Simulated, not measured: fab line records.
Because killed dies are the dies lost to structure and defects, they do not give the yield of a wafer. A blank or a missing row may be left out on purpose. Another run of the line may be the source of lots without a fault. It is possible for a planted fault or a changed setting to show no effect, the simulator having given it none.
Chamber matching + flow sky130 + rie-si-02 running SKY_FIELD_ISO_ETCH_17: 4 sister chambers
The step etches Si in HBr/Cl2/O2, target depth 342 nm, time 97.7 s. 18 wafers are shown with their chamber, then 9 later ones without.

== WAFERS WITH THEIR CHAMBER ==
| wafer  | chamber | drypump-motor-current-A (A) | oes-product-au (a.u.) | throttle-valve-pct (%) |
|--------|---------|-----------------------------|-----------------------|------------------------|
| L207.4 | 0       | 5.4                         | 0.993                 | 25.682                 |
| L207.5 | 2       | 4.9                         | 0.996                 | 25.663                 |
| L207.6 | 3       | 6.0                         | 1.032                 | 25.633                 |
| L210.2 | 0       | 5.4                         | 0.984                 | 25.673                 |
| L210.4 | 1       | 5.8                         | 1.030                 | 25.638                 |
| L210.5 | 2       | 4.9                         | 0.998                 | 25.667                 |
| L212.2 | 2       | 4.9                         | 1.004                 | 25.662                 |
| L212.5 | 1       | 5.9                         | 1.025                 | 25.641                 |
| L212.6 | 0       | 5.4                         | 0.992                 | 25.648                 |
| L215.1 | 2       | 4.9                         | 1.009                 | 25.665                 |
| L215.4 | 2       | 4.9                         | 0.995                 | 25.661                 |
| L215.5 | 0       | 5.4                         | 0.996                 | 25.654                 |
| L216.1 | 2       | 4.9                         | 1.005                 | 25.656                 |
| L216.4 | 1       | 5.9                         | 1.022                 | 25.630                 |
| L216.5 | 0       | 5.4                         | 0.990                 | 25.665                 |
| L221.1 | 2       | 4.9                         | 0.994                 | 25.670                 |
| L221.3 | 0       | 5.4                         | 0.992                 | 25.667                 |
| L221.6 | 3       | 6.0                         | 1.014                 | 25.673                 |

SIGNATURES (averages over the wafers above)
| reading                 | chamber 0 | chamber 1 | chamber 2 | chamber 3 | scatter within a chamber |
|-------------------------|-----------|-----------|-----------|-----------|--------------------------|
| drypump-motor-current-A | 5.400     | 5.867     | 4.900     | 6.000     | 0.0218                   |
| oes-product-au          | 0.99117   | 1.02567   | 1.00014   | 1.02300   | 0.00585                  |
| throttle-valve-pct      | 25.66483  | 25.63633  | 25.66343  | 25.65300  | 0.0112                   |
Rule: a wafer's distance from a chamber is the root of the sum, over the readings, of the square of ((its reading less the chamber's mean) divided by the reading's scatter). If the next closest chamber is less than 2 further off than the closest, the wafer can't be placed; otherwise it belongs to the closest. How the scatter is found: for the shown wafers, subtract from each reading the mean of its chamber, square and add these, divide the total by (wafers less chambers), then take the root.

== WAFERS WITH NO CHAMBER GIVEN ==
| wafer  | drypump-motor-current-A (A) | oes-product-au (a.u.) | throttle-valve-pct (%) |
|--------|-----------------------------|-----------------------|------------------------|
| L223.2 | 5.9                         | 1.017                 | 25.670                 |
| L223.3 | 4.9                         | 0.995                 | 25.654                 |
| L223.4 | 6.0                         | 1.004                 | 25.657                 |
| L224.2 | 6.0                         | 1.007                 | 25.655                 |
| L224.3 | 5.8                         | 1.020                 | 25.657                 |
| L224.4 | 4.9                         | 0.982                 | 25.650                 |
| L226.1 | 4.9                         | 0.992                 | 25.658                 |
| L226.4 | 6.0                         | 1.004                 | 25.658                 |
| L226.6 | 6.0                         | 1.000                 | 25.670                 |

== CHAMBER TAKEN BY EACH ==
| wafer  | from the rows above     | in truth |
|--------|-------------------------|----------|
| L223.2 | can't be placed: 1 or 3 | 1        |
| L223.3 | 2                       | 2        |
| L223.4 | 3                       | 3        |
| L224.2 | 3                       | 3        |
| L224.3 | 1                       | 1        |
| L224.4 | 2                       | 2        |
| L226.1 | 2                       | 2        |
| L226.4 | 3                       | 3        |
| L226.6 | 3                       | 3        |
Placed correctly: 8 of 9. From these rows, 1 cannot be placed; in 1 the true chamber is one of the candidates. Number placed wrongly: 0.
